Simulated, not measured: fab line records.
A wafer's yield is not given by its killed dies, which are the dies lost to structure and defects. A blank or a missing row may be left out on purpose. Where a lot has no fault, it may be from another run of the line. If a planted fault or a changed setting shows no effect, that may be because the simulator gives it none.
Struck lot and sound lot, side by side    flow sfq line    14 out of 325 route steps
Sound: wafers L624.3, L624.4, L624.6. Wafers L634.1, L634.2, L634.6 were the ones struck. At the end, the cause is stated.
Per side, at each step with rows, come the tool, then ch with its chambers, and then its first start. Under that, the readings that differ: sound wafers    struck wafers    difference of the means    sigmas: that difference in standard deviations of wafers without a fault.
alike: readings whose means differ by less than 2 such deviations, and words and numbers that are the same on both sides. not compared: withheld readings, readings that some wafer has no value for, bounds like >300 that may hide the same value, and numbers for which the record gives no deviation and whose values overlap.
Wherever a step has rows on one side only, a row that says differs or no value, or a row with sigmas, the two part there. When numbers do not overlap yet have no deviation, they are printed without sigmas and do not part them. Lack of a reading on every wafer of one side parts them only where that side has two or more wafers.

SFQ_TRILAYER_M3_BARC_OPEN_METAL_ETCH_100: etches BARC in O2, target depth 125 nm, time 41.7 s.
  sound on rie metal-01 ch 0,1, day 46 14:52; struck on rie metal-04 ch 0,1, day 51 17:11
  alike: chamber pressure mTorr, drypump motor current A, oes product au
  not compared: rf hours counter h
SFQ_TRILAYER_M3_ETCH_METAL_ETCH_078: etches Nb in Cl2/Ar, stops on SiO2, target depth 240 nm, time 120 s.
  sound on rie metal-01 ch 0,1, day 46 14:57; struck on rie metal-04 ch 0,1, day 51 17:14
  alike: chamber pressure mTorr, drypump motor current A, oes product au
  not compared: rf hours counter h
SFQ_TRILAYER_M3_STRIP_STRIP_079: strips in O2.
  sound on rie metal-01 ch 0,1, day 46 15:14; struck on rie metal-04 ch 0,1, day 51 17:22
reading                sound              struck             difference  sigmas
oes product au (a.u.)  0.988 0.981 0.997  1.005 1.011 1.007  +0.019      +2
  alike: chamber pressure mTorr, drypump motor current A
  not compared: rf hours counter h
then, 1 step without rows for these wafers: SFQ_TRILAYER_M3_STRIP_SOLV_CLEAN_080 (cleans in NMP, time 600 s).
SFQ_TRILAYER_I3_DEP_PECVD_081: deposits SiO2 from SiH4/N2O, time 111.11 s, target thk 500 nm.
  sound on pecvd-01 ch 0,1, day 46 15:59; struck on pecvd-03 ch 0,1,2, day 51 18:08
  alike: heater power outer w, heater power w, throttle valve pct
SFQ_TRILAYER_I3_CMP_CMP_082: polishes SiO2.
  sound on cmp-01 ch 0,2,3, day 46 17:28; struck on cmp-02 ch 0,1,3, day 51 19:31
  alike: motor current A, platen rpm, time to endpoint s
SFQ_I3_BOW_MEAS_922:
  sound on film metro-03 at day 46 20:00; struck on film metro-01 at day 51 22:01
  alike: I3_BOW
then, 5 steps without rows for these wafers: SFQ_TRILAYER_I3_METRO_MEASURE_083; SFQ_TRILAYER_I3_VIA_LITHO_COAT_090 (resist thk 62 nm); SFQ_TRILAYER_I3_VIA_LITHO_COAT_085 (resist thk 661.6 nm); SFQ_TRILAYER_I3_VIA_LITHO_SOFTBAKE_089; SFQ_TRILAYER_I3_VIA_LITHO_EXPOSE_086 (exposes mask I3, target cd 500 nm).
-- the record jumps here: 6 days lie between the struck wafers' starts before and after --
SFQ_TRILAYER_I3_VIA_LITHO_PEB_088: peb time 60 s.
  sound on litho track-04 ch 0, day 48 02:54; struck on litho track-03 ch 0, day 58 00:20
reading                   sound                 struck                difference  sigmas
heater power total W (W)  79.06 79.21 79.16     75.84 75.93 75.69     -3.32       -46
plate temp C (C)          115.03 115.05 114.91  111.42 111.51 111.32  -3.58       -28
then, 1 step without rows for these wafers: SFQ_TRILAYER_I3_VIA_LITHO_DEVELOP_087 (time 60 s).

== WHERE THEY PART ==
First at SFQ_TRILAYER_M3_STRIP_STRIP_079; last, within this record, at SFQ_TRILAYER_I3_VIA_LITHO_PEB_088.

WHY: the cause the simulator had injected
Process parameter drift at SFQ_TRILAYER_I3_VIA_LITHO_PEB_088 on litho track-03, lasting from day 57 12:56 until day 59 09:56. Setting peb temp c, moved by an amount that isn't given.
